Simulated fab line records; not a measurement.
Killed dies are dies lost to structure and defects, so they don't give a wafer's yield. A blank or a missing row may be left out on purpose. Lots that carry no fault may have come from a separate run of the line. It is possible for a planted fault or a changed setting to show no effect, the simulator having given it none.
Chamber matching || flow gf180mcu || GF_STI_CMP_25 on cmp-01 has 4 sister chambers
The step polishes, stops on Si3N4, t overpolish 33 s, target thk 524.6 nm. 8 wafers are shown with their chamber, then 8 later ones without.

WAFERS PAIRED WITH THEIR CHAMBERS
{"wafer": "L541.3", "chamber": 0, "motorCurrentA (A)": 10.7, "edgeZonePressureFrac": 1.006}
{"wafer": "L541.6", "chamber": 0, "motorCurrentA (A)": 10.8, "edgeZonePressureFrac": 0.997}
{"wafer": "L549.3", "chamber": 2, "motorCurrentA (A)": 12.1, "edgeZonePressureFrac": 1.012}
{"wafer": "L549.4", "chamber": 3, "motorCurrentA (A)": 11.4, "edgeZonePressureFrac": 1.005}
{"wafer": "L551.1", "chamber": 1, "motorCurrentA (A)": 11.8, "edgeZonePressureFrac": 1.003}
{"wafer": "L551.2", "chamber": 2, "motorCurrentA (A)": 12.6, "edgeZonePressureFrac": 0.992}
{"wafer": "L551.4", "chamber": 3, "motorCurrentA (A)": 11.5, "edgeZonePressureFrac": 0.998}
{"wafer": "L555.1", "chamber": 1, "motorCurrentA (A)": 11.9, "edgeZonePressureFrac": 1.000}

WAFERS MISSING THEIR CHAMBER
{"wafer": "L555.4", "motorCurrentA (A)": 12.1, "edgeZonePressureFrac": 1.004}
{"wafer": "L555.5", "motorCurrentA (A)": 11.1, "edgeZonePressureFrac": 0.997}
{"wafer": "L559.2", "motorCurrentA (A)": 11.1, "edgeZonePressureFrac": 1.001}
{"wafer": "L559.4", "motorCurrentA (A)": 12.9, "edgeZonePressureFrac": 1.003}
{"wafer": "L559.5", "motorCurrentA (A)": 12.6, "edgeZonePressureFrac": 1.007}
{"wafer": "L560.4", "motorCurrentA (A)": 11.6, "edgeZonePressureFrac": 0.985}
{"wafer": "L560.5", "motorCurrentA (A)": 12.0, "edgeZonePressureFrac": 1.001}
{"wafer": "L560.6", "motorCurrentA (A)": 11.1, "edgeZonePressureFrac": 0.994}

CHAMBER TAKEN BY EACH
{"wafer": "L555.4", "from the rows above": "can't be placed: 2 or 1", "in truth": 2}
{"wafer": "L555.5", "from the rows above": "can't be placed: 0 or 3", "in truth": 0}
{"wafer": "L559.2", "from the rows above": "can't be placed: 0 or 3", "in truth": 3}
{"wafer": "L559.4", "from the rows above": 2, "in truth": 2}
{"wafer": "L559.5", "from the rows above": 2, "in truth": 2}
{"wafer": "L560.4", "from the rows above": "can't be placed: 3 or 1", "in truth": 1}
{"wafer": "L560.5", "from the rows above": "can't be placed: 1 or 2", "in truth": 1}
{"wafer": "L560.6", "from the rows above": "can't be placed: 0 or 3", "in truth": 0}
Correct placement for 2 of the 8. Unplaceable from these rows: 6, with the true chamber sitting among the candidates in 6. Number placed wrongly: 0.
How it was worked out, from the rows above alone: a wafer's distance from a chamber is the root of the sum, over the readings, of the square of ((its reading less the chamber's mean) divided by the reading's scatter). If the next closest chamber is less than 2 further off than the closest, the wafer can't be placed; otherwise it belongs to the closest. For every chamber, the mean is computed from those of its wafers that are shown. The scatter is the square root of a quotient: the sum, over the shown wafers, of each reading's squared deviation from its chamber's mean, divided by wafers minus chambers.
